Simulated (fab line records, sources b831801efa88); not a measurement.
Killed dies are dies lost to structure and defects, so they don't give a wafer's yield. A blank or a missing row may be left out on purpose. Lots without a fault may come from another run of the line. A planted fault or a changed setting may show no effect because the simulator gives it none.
One fault seen from 2 desks | flow gf180mcu | each desk has only its own numbers; what lay behind them comes last

THE TOOL OWNER'S DESK: lpcvd-01
The tool's own readings at GF_STI_CVD_03 (deposits Si3N4 from DCS/NH3, target thk 207.16 nm, time 3551 s): means of the sampled wafers that have a number, for each lot that ran on this tool. A lot is out of limits, marked OUT, if its mean lies more than 4 standard deviations from the usual mean; the brackets give that distance.
Columns: A = pressure_mtorr at GF_STI_CVD_03, usual 250.0 mTorr; B = spike_tc_bottom_C at GF_STI_CVD_03, usual 789.4 C; C = spike_tc_upper_C at GF_STI_CVD_03, usual 768.6 C; D = zone_power_bottom_pct at GF_STI_CVD_03, usual 20.3 %
lot  | first seen here | A               | B     | C     | D
L758 | day 1 13:12     | 249.5           | 790.5 | 768.0 | 20.5
L759 | day 1 18:58     | 250.0           | 790.0 | 769.1 | 20.5
L760 | day 1 21:59     | 250.1           | 787.8 | 769.2 | 18.5
L762 | day 2 07:34     | 249.9           | 789.9 | 768.9 | 20.3
L763 | day 2 12:34     | 249.9           | 787.4 | 768.7 | 18.7
L768 | day 3 13:44     | 249.9           | 787.0 | 769.3 | 18.4
L770 | day 3 23:34     | 300.1 (+93) OUT | 787.1 | 768.9 | 18.4
L772 | day 4 10:05     | 300.7 (+94) OUT | 789.2 | 767.5 | 20.3
This desk's finding: out of limits on L770, L772; first on L770, day 3 23:34 (pressure_mtorr at GF_STI_CVD_03). In limits: L758, L759, L760, L762, L763, L768.

THE METROLOGY DESK
What the gauges read, lot by lot, whatever tool the lot ran on: means of the sampled wafers that have a number. A lot is out of limits, marked OUT, if its mean lies more than 4 standard deviations from the usual mean; the brackets give that distance.
Columns: A = STI_CVD_03_THK at GF_STI_THK_MEAS_04, usual 208.2 nm; B = cd_nm at GF_STI_CD_MEAS_12, usual 219.7 nm; C = STI_CVD_23_THK at GF_STI_THK_MEAS_24, usual 650 nm
lot  | first seen here | A                | B     | C
L758 | day 1 15:11     | 207.3            | 219.1 | 647
L759 | day 1 20:58     | 207.9            | 221.3 | 658
L760 | day 1 23:58     | 206.1            | 220.3 | 655
L762 | day 2 09:34     | 209.7            | 220.2 | 656
L763 | day 2 15:34     | 208.9            | 219.9 | 645
L768 | day 3 15:43     | 207.9            | 219.5 | 639
L770 | day 4 01:34     | 218.5 (+6.1) OUT | 219.6 | 645
L771 | day 4 06:34     | 210.4            | 220.2 | 664
L772 | day 4 12:05     | 218.2 (+5.9) OUT | 219.8 | 650
L776 | day 5 07:36     | 208.1            | 218.4 | 648
L779 | day 5 22:49     | 207.4            | 220.1 | 660
This desk's finding: out of limits on L770, L772; first on L770, day 4 01:34 (STI_CVD_03_THK at GF_STI_THK_MEAS_04). In limits: L758, L759, L760, L762, L763, L768, L771, L776, L779.

PUT TOGETHER
The tool owner's desk could have raised an alarm at day 3 23:34, on L770, L772.
The metrology desk could have raised an alarm at day 4 01:34, on L770, L772.
Of the lots named, all ran GF_STI_CVD_03 on lpcvd-01.

WHAT THE SIMULATOR HAD PUT IN
Process parameter drift: lpcvd-01, from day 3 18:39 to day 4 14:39, at GF_STI_CVD_03. Setting pressure_mtorr, moved by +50, from 250. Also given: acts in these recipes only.
Lots struck among those shown: L770, L772.
Hours from the fault's start to each desk's first reading out of limits: the tool owner's desk, 5; the metrology desk, 7.
